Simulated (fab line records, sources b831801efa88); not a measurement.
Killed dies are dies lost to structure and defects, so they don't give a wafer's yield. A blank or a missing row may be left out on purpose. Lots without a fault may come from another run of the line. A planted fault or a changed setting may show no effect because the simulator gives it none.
fab line records | flow sky130
record lots=6 wafers=18 last_day=49
route steps=708 shown POLY_CUT@310 SD_P@320
lots that met no fault: from a run of the same line without faults
start_h: hours from the record's first day to the start of the lot's first wafer shown | wait_h: hours since the lot's step before | " the same as in the row above | L1.1+2: a row that stands for several wafers | - no value, or no start given | * or withheld: withheld | < > ~ a bound
route shown NAME@n: a module of which the file shows steps, and the number in the route of the first | usual: mean/standard deviation of fault-free wafers | same: alike in all rows | chamber/n: place in a boat | sites: the reading at each site | _std_site: their standard deviation | _edge_site: outer sites' mean less inner sites' | radius_mm: how far each site lies from the wafer's centre | mask NAME#n: copy n | behind: the tool/chamber that last shaped the wafer | hold: why the lot was held/for how many hours/how that ended | device: the transistor (n, p or np) that didn't switch | end of line: the same wafers' tests at the end of the route | a step without rows: its recipe alone | killed: dies lost to structure and defects at the first sort, not the wafer's yield | map: a wafer's dies, x killed, . not, _ none there
set.NAME: the setting as run; set.NAME@STEP: as run at that earlier step | model.NAME: the simulator's own value behind a step, which no gauge read
lots at some steps of the route; a table a step, a row a wafer
services: from which hour (start_h, from the record's first day; less than 0 if before it) a tool's chamber was out of use, for how many hours, and why
## steps
# step SKY_POLY_CUT_COAT_03
# recipe resist=KrF-thick spin_rpm=3000 resist_thk_nm=450
# step SKY_POLY_CUT_SOFTBAKE_04
# recipe temp_c=100 time_s=90 resist=KrF-thick
# step SKY_POLY_CUT_EXPOSE_05
# recipe mask_id=NPCM na=0.8 source_shape=annular sigma_inner=0.55 sigma_outer=0.85 target_cd_nm=270 dose_mj=32
# step SKY_POLY_CUT_PEB_06
# recipe peb_temp_c=withheld peb_time_s=withheld resist=KrF-thick
# step SKY_POLY_CUT_DEVELOP_07
# recipe develop_time_s=60 resist=KrF-thick dev_temp_c=21
# step SKY_POLY_CUT_CD_MEAS_08
# recipe target_cd_nm=270
# usual cd_nm=269.7/1.4
# columns lot.wafer tool chamber start_h wait_h cd_nm
L437.1 cd_sem-02 - 643.28 - 269.5
L437.3 " - " " 269.0
L437.6 " - " " 270.5
L440.2 cd_sem-02 - 654.53 - 270.3
L440.5 " - " " 271.4
L440.6 " - " " 271.6
L443.1 cd_sem-01 - 695.20 - 269.3
L443.3 " - " " 269.9
L443.4 " - " " 269.1
L444.1 cd_sem-02 - 699.36 - 271.9
L444.5 " - " " 271.0
L444.6 " - " " 271.6
L445.2 cd_sem-02 - 701.72 - 268.8
L445.3 " - " " 269.8
L445.6 " - " " 270.9
L450.1 cd_sem-02 - 720.22 - 270.3
L450.3 " - " " 269.5
L450.6 " - " " 270.6
# step SKY_POLY_CUT_OVL_MEAS_09
# usual POLY_CUT_OVL=-3/5.6
# columns lot.wafer tool chamber start_h wait_h POLY_CUT_OVL[nm]
L437.1 overlay-01 - 643.40 0.1 -11
L437.3 " - " " -8
L437.6 " - " " -12
L440.2 overlay-01 - 654.63 0.1 -4
L440.5 " - " " -3
L440.6 " - " " -3
L443.1 overlay-02 - 695.32 0.1 -10
L443.3 " - " " -8
L443.4 " - " " -10
L444.1 overlay-02 - 699.48 0.1 -2
L444.5 " - " " 1
L444.6 " - " " -3
L445.2 overlay-01 - 701.83 0.1 9
L445.3 " - " " -2
L445.6 " - " " 2
L450.1 overlay-01 - 720.34 0.1 2
L450.3 " - " " 3
L450.6 " - " " 8
# step SKY_POLY_CUT_ETCH_10
# recipe chemistry=N2/H2 target=BARC ion_energy_ev=200 source_w=500 bias_w=100 pressure_mtorr=30 n2_flow_sccm=100 h2_flow_sccm=200 stop_on=SiO2 time_s=45.9 target_depth_a=600
# usual drypump_motor_current_A=5.9/0.49 oes_product_au=0.854/0.0049 throttle_valve_pct=13.225/0.0094
# columns lot.wafer tool chamber start_h wait_h drypump_motor_current_A oes_product_au rf_hours_counter_h throttle_valve_pct
L437.1 rie_diel-04 0 643.44 0.0 6.2 0.850 3 13.234
L437.3 " 3 " " 4.9 0.858 12 13.216
L437.6 " 1 " " 6.3 0.860 - 13.231
L440.2 rie_diel-02 1 654.66 0.0 5.9 0.846 8 13.215
L440.5 " 0 " " 5.4 0.852 - 13.224
L440.6 " 3 " " 6.4 0.849 - 13.238
L443.1 rie_diel-01 1 695.36 0.0 5.8 0.858 9 13.227
L443.3 " 3 " " 6.3 0.849 5 13.218
L443.4 " 2 " " 6.3 0.851 10 13.214
L444.1 rie_diel-04 1 699.51 0.0 6.3 0.862 4 13.221
L444.5 " 3 " " 4.9 0.850 - 13.218
L444.6 " 2 " " 5.6 0.855 - 13.216
L445.2 rie_diel-04 1 701.86 0.0 6.3 0.853 4 13.223
L445.3 " 0 " " 6.2 0.851 4 13.221
L445.6 " 2 " " 5.6 0.858 - 13.235
L450.1 rie_diel-04 0 720.38 0.0 6.2 0.855 5 13.238
L450.3 " 1 " " 6.4 0.864 4 13.226
L450.6 " 2 " " 5.5 0.854 - 13.231
# step SKY_POLY_CUT_ETCH_11
# recipe target=Si3N4 chemistry=CF4/CH2F2/Ar stop_on=poly-Si source_w=600 bias_w=150 pressure_mtorr=40 cf4_flow_sccm=40 ch2f2_flow_sccm=20 Ar_flow_sccm=150 time_s=42.5 target_depth_a=600
# usual cf4_flow_sccm=39.99/0.11 drypump_motor_current_A=5.9/0.49 mfc_ar_sccm=150.0/0.44 oes_product_au=0.828/0.0062 throttle_valve_pct=14.993/0.0093
# columns lot.wafer tool chamber start_h wait_h cf4_flow_sccm drypump_motor_current_A mfc_ar_sccm oes_product_au rf_hours_counter_h throttle_valve_pct
L437.1 rie_diel-04 0 643.48 0.0 39.96 6.2 149.5 0.820 3 14.979
L437.3 " 3 " " 40.09 4.9 150.4 0.841 12 14.986
L437.6 " 1 " " 39.85 6.3 149.9 0.823 - 14.996
L440.2 rie_diel-02 1 654.70 0.0 39.93 5.8 150.1 0.824 8 14.988
L440.5 " 0 " " 40.06 5.4 149.5 0.832 - 14.990
L440.6 " 3 " " 40.15 6.4 150.3 0.824 - 14.977
L443.1 rie_diel-01 1 695.40 0.0 40.10 5.7 149.5 0.820 9 14.986
L443.3 " 3 " " 39.95 6.3 149.7 0.823 5 15.003
L443.4 " 2 " " 39.89 6.3 150.3 0.835 10 14.998
L444.1 rie_diel-04 1 699.55 0.0 40.07 6.3 150.5 0.823 4 14.998
L444.5 " 3 " " 40.13 4.9 150.0 0.832 - 14.981
L444.6 " 2 " " 39.99 5.6 149.7 0.830 - 14.998
L445.2 rie_diel-04 1 701.90 0.0 40.02 6.3 150.0 0.826 4 14.993
L445.3 " 0 " " 39.82 6.2 150.2 0.836 4 14.981
L445.6 " 2 " " 39.98 5.5 149.6 0.838 - 14.996
L450.1 rie_diel-04 0 720.42 0.0 39.95 6.2 150.5 0.836 5 14.983
L450.3 " 1 " " 39.95 6.4 149.4 0.835 4 14.986
L450.6 " 2 " " 40.06 5.5 150.7 0.833 - 14.982
# step SKY_POLY_CUT_STRIP_12
# recipe chemistry=O2/N2 power_w=1400 pressure_mtorr=1500 platen_temp_c=withheld o2_flow_sccm=3000 n2_flow_sccm=300 overash_fraction=0.5
# usual drypump_motor_current_A=5.5/0.37 oes_product_au=0.452/0.0048 strip_time_to_endpoint_s=5.365/0.02
# same overash_fraction=0.5
# columns lot.wafer tool chamber start_h wait_h drypump_motor_current_A oes_product_au rf_hours_counter_h strip_time_to_endpoint_s
L437.1 plasma_asher-01 1 643.52 0.0 5.8 0.449 47 5.350
L437.3 " 1 " " 5.8 0.452 - 5.365
L437.6 " 0 " " 5.4 0.444 - 5.347
L440.2 plasma_asher-04 1 654.74 0.0 5.9 0.454 84 5.382
L440.5 " 1 " " 5.9 0.448 - 5.368
L440.6 " 0 " " 5.0 0.448 - 5.356
L443.1 plasma_asher-01 0 695.44 0.0 5.4 0.448 53 5.369
L443.3 " 1 " " 5.8 0.453 - 5.387
L443.4 " 0 " " 5.4 0.457 - 5.389
L444.1 plasma_asher-01 0 699.59 0.0 5.3 0.450 53 5.364
L444.5 " 1 " " 5.8 0.453 - 5.352
L444.6 " 0 " " 5.3 0.444 - 5.346
L445.2 plasma_asher-01 0 701.94 0.0 5.4 0.453 54 5.362
L445.3 " 1 " " 5.8 0.445 - 5.350
L445.6 " 1 " " 5.9 0.450 - 5.333
L450.1 plasma_asher-01 0 720.46 0.0 5.4 0.452 56 5.344
L450.3 " 0 " " 5.4 0.455 - 5.362
L450.6 " 1 " " 5.8 0.456 - 5.360
# step SKY_SD_P_DEHYDRATE_00
# recipe temp_c=200 time_s=60
# step SKY_SD_P_HMDS_01
# recipe prime_time_s=60 prime_temp_c=120
# step SKY_SD_P_COAT_02
# recipe resist=NOVOLAK spin_rpm=3000 resist_thk_nm=1140
# usual chill_plate_temp_C=22.99/0.092 exhaust_pa=45.0/0.75 resist_line_temp_C=22.99/0.1
# columns lot.wafer tool chamber start_h wait_h chill_plate_temp_C exhaust_pa resist_line_temp_C model.NOVOLAK_of_SD_P_COAT_02.thk_nm
L437.1 litho_track-02 0 657.60 0.1 23.07 45.7 22.89 1145
L437.3 " 0 " " 22.94 44.9 23.10 1144
L437.6 " 0 " " 23.07 44.3 23.07 1145
L440.2 litho_track-04 0 668.78 0.1 23.01 43.4 22.89 1140
L440.5 " 0 " " 23.13 44.2 22.76 1140
L440.6 " 0 " " 23.07 43.1 22.84 1140
L443.1 litho_track-03 0 708.74 0.1 23.07 44.7 23.10 1142
L443.3 " 0 " " 23.02 45.4 22.95 1144
L443.4 " 0 " " 22.94 45.2 22.87 1138
L444.1 litho_track-04 0 713.16 0.1 22.97 44.8 23.13 528.2
L444.5 " 0 " " 22.99 45.0 22.89 527.7
L444.6 " 0 " " 23.03 43.7 22.78 529
L445.2 litho_track-04 0 715.48 0.1 22.96 44.6 22.97 529.3
L445.3 " 0 " " 22.90 43.2 23.09 527.7
L445.6 " 0 " " 22.95 45.8 22.93 529.3
L450.1 litho_track-02 0 733.85 0.1 23.01 46.1 23.08 1142
L450.3 " 0 " " 23.06 45.7 22.92 1139
L450.6 " 0 " " 23.10 44.4 22.99 1145
# step SKY_SD_P_SOFTBAKE_03
# recipe temp_c=90 time_s=60 resist=NOVOLAK
# step SKY_SD_P_EXPOSE_04
# recipe mask_id=PSDM na=0.6 source_shape=conventional sigma_outer=0.6 polarization=unpolarized target_cd_nm=380 dose_mj=138
# step SKY_SD_P_PEB_05
# recipe temp_c=withheld time_s=* resist=NOVOLAK
# step SKY_SD_P_DEVELOP_06
# recipe resist=NOVOLAK developer=TMAH develop_time_s=60 dev_temp_c=22.61
# usual chill_plate_temp_C=23.02/0.11 exhaust_pa=45.0/0.96 resist_line_temp_C=22.98/0.11
# columns lot.wafer tool chamber start_h wait_h chill_plate_temp_C exhaust_pa resist_line_temp_C model.NOVOLAK_of_SD_P_COAT_02.thk_nm model.SD_P.cd_nm
L437.1 litho_track-03 0 671.59 0.1 22.93 45.0 23.01 1145 379.3
L437.3 " 0 " " 22.95 45.4 23.13 1144 380.4
L437.6 " 0 " " 22.84 45.4 23.06 1144 380.8
L440.2 litho_track-02 0 681.88 0.1 23.00 44.1 22.98 1140 380.8
L440.5 " 0 " " 23.08 45.8 22.90 1139 380
L440.6 " 0 " " 22.97 43.7 22.84 1140 380.2
L443.1 litho_track-03 0 722.34 0.1 22.84 46.5 23.06 1142 380.7
L443.3 " 0 " " 22.94 45.0 23.02 1144 381.2
L443.4 " 0 " " 22.83 46.1 22.80 1137 379.4
L444.1 litho_track-04 0 727.21 0.1 23.13 44.3 23.00 527.7 462.1
L444.5 " 0 " " 23.07 44.4 23.17 527.3 463.8
L444.6 " 0 " " 23.15 44.7 23.03 528.6 461.2
L445.2 litho_track-03 0 729.16 0.1 23.05 43.9 22.87 528.9 459.6
L445.3 " 0 " " 23.06 45.3 22.71 527.2 462.7
L445.6 " 0 " " 23.03 45.4 22.93 528.9 458.8
L450.1 litho_track-04 0 747.31 0.1 23.09 44.0 23.06 1142 382
L450.3 " 0 " " 22.93 46.1 22.99 1138 382.7
L450.6 " 0 " " 23.07 45.3 23.03 1145 377.3
# step SKY_SD_P_CD_MEAS_07
# recipe target_cd_nm=380
# usual cd_nm=379.7/2.2
# columns lot.wafer tool chamber start_h wait_h cd_nm
L437.1 cd_sem-01 - 671.74 0.1 379.2
L437.3 " - " " 380.2
L437.6 " - " " 380.7
L440.2 cd_sem-01 - 682.02 0.1 380.7
L440.5 " - " " 379.8
L440.6 " - " " 380.5
L443.1 cd_sem-02 - 722.49 0.1 380.6
L443.3 " - " " 380.7
L443.4 " - " " 379.6
L444.1 cd_sem-02 - 727.37 0.1 462.0
L444.5 " - " " 464.1
L444.6 " - " " 461.5
L445.2 cd_sem-02 - 729.31 0.1 459.5
L445.3 " - " " 462.6
L445.6 " - " " 459.3
L450.1 cd_sem-01 - 747.46 0.1 382.3
L450.3 " - " " 382.6
L450.6 " - " " 377.4
# step SKY_SD_P_OVL_MEAS_08
# usual SD_P_OVL=-0.9/1.2
# columns lot.wafer tool chamber start_h wait_h SD_P_OVL[nm]
L437.1 overlay-02 - 671.86 0.1 -0.7
L437.3 " - " " -0.5
L437.6 " - " " -1.5
L440.2 overlay-02 - 682.13 0.1 0.7
L440.5 " - " " -0.7
L440.6 " - " " -1.1
L443.1 overlay-01 - 722.61 0.1 -2.1
L443.3 " - " " -2.0
L443.4 " - " " -2.5
L444.1 overlay-01 - 727.49 0.1 -0.2
L444.5 " - " " -1.0
L444.6 " - " " -0.4
L445.2 overlay-01 - 729.41 0.1 -1.4
L445.3 " - " " 0.4
L445.6 " - " " -1.3
L450.1 overlay-01 - 747.58 0.1 -1.7
L450.3 " - " " -0.5
L450.6 " - " " -1.4
# step SKY_SD_P_IMPLANT_09
# recipe species=BF2 energy_kev=20 dose_cm2=3e+15 tilt_deg=0
# step SKY_SD_P_STRIP_10
# recipe chemistry=O2/N2 power_w=1400 pressure_mtorr=1500 platen_temp_c=withheld o2_flow_sccm=3000 n2_flow_sccm=300 overash_fraction=0.5
# usual drypump_motor_current_A=5.4/0.45 oes_product_au=0.619/0.0044 strip_time_to_endpoint_s=17.50/0.046
# same overash_fraction=0.5
# columns lot.wafer tool chamber start_h wait_h drypump_motor_current_A oes_product_au rf_hours_counter_h strip_time_to_endpoint_s
L437.1 plasma_asher-04 0 672.04 0.1 5.0 0.616 85 17.58
L437.3 " 0 " " 5.0 0.622 - 17.55
L437.6 " 0 " " 5.0 0.618 - 17.54
L440.2 plasma_asher-03 1 682.31 0.1 6.0 0.625 25 17.51
L440.5 " 1 " " 6.0 0.618 - 17.50
L440.6 " 0 " " 5.8 0.609 - 17.50
L443.1 plasma_asher-03 0 722.79 0.1 5.8 0.616 30 17.50
L443.3 " 1 " " 6.0 0.620 - 17.52
L443.4 " 0 " " 5.8 0.620 - 17.47
L444.1 plasma_asher-03 1 727.68 0.1 6.0 0.516 31 10.45
L444.5 " 1 " " 6.0 0.520 - 10.46
L444.6 " 0 " " 5.8 0.512 - 10.46
L445.2 plasma_asher-02 1 729.59 0.1 5.0 0.513 105 10.48
L445.3 " 0 " " 5.0 0.523 - 10.44
L445.6 " 1 " " 4.9 0.518 - 10.46
L450.1 plasma_asher-03 1 747.76 0.1 6.0 0.622 33 17.52
L450.3 " 0 " " 5.8 0.617 - 17.47
L450.6 " 1 " " 6.0 0.610 - 17.56
# step SKY_SD_P_TW_MEAS_11
# usual SD_P_TW=2816/41
# columns lot.wafer tool chamber start_h wait_h SD_P_TW
L437.1 film_metro-01 - 672.14 0.1 2810
L437.3 " - " " 2825
L437.6 " - " " 2831
L440.2 film_metro-01 - 682.42 0.1 2815
L440.5 " - " " 2828
L440.6 " - " " 2822
L443.1 film_metro-01 - 722.89 0.1 2827
L443.3 " - " " 2832
L443.4 " - " " 2834
L444.1 film_metro-03 - 727.78 0.1 2834
L444.5 " - " " 2845
L444.6 " - " " 2842
L445.2 film_metro-04 - 729.70 0.1 2754
L445.3 " - " " 2764
L445.6 " - " " 2777
L450.1 film_metro-04 - 747.86 0.1 2754
L450.3 " - " " 2760
L450.6 " - " " 2769
## services
# columns tool chamber start_h hours kind
rie_diel-04 1 627.03 1.5 repair
rie_diel-02 0 628.06 16.6 repair
rie_diel-04 1 629.95 2.6 repair
plasma_asher-03 - 638.66 2.8 pm
plasma_asher-02 - 639.31 1.4 repair
rie_diel-04 2 642.05 9.8 repair
rie_diel-01 0 645.50 5.5 repair
rie_diel-04 - 657.88 2.8 pm
rie_diel-01 - 676.61 2.8 pm
plasma_asher-04 - 677.54 28.1 pm
rie_diel-01 1 681.05 3.9 repair
plasma_asher-02 - 714.43 14.6 pm
rie_diel-04 - 732.00 28.1 pm
plasma_asher-02 - 733.77 9.0 pm
plasma_asher-02 0 733.77 9.0 vent_cycle
plasma_asher-02 1 733.77 9.0 vent_cycle
rie_diel-01 - 741.73 0.2 repair
plasma_asher-02 0 742.77 - clean
plasma_asher-02 1 742.77 - clean
plasma_asher-01 - 746.33 2.8 pm
rie_diel-02 2 747.77 - clean
rie_diel-02 2 747.77 23.8 scheduled_down
rie_diel-02 2 747.77 23.8 vent_cycle
## key
first_sign step=SKY_SD_P_CD_MEAS_07 reading=cd_nm direction=up sigmas=36 usual=379.7 struck=461.5
effect step=SKY_SD_P_STRIP_10 reading=strip_time_to_endpoint_s direction=down sigmas=99+ usual=* struck=*
model_effect step=SKY_SD_P_COAT_02 value=NOVOLAK_of_SD_P_COAT_02.thk_nm without=1142 struck=528.5
model_effect step=SKY_SD_P_DEVELOP_06 value=NOVOLAK_of_SD_P_COAT_02.thk_nm without=1142 struck=528.1
met_at SKY_SD_P_COAT_02
struck_wafers L444.1,L444.5,L444.6,L445.2,L445.3,L445.6
sort_left_out L444.1,L444.5,L444.6,L445.2,L445.3,L445.6
tester_left_out L444,L445
onset_between 668.78 713.16
fault kind=process_parameter_drift tool=litho_track-04 chamber=- onset_h=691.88 steps=SKY_SD_P_COAT_02 channel=resist_thk_nm offset=-612.55 shape=step end_h=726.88 acts_in=these_recipes_only stated=1140
# tester_left_out: of these lots the tester's yield and bins aren't shown, on N5 and GAA mostly nor the transistor test; their killed dies are dies lost to structure and defects alone, not to doping, threshold or leakage, so they don't give the yield
# sort_left_out: the simulated sort isn't trusted on such a fault, so these wafers' sort isn't shown, and their yield isn't known
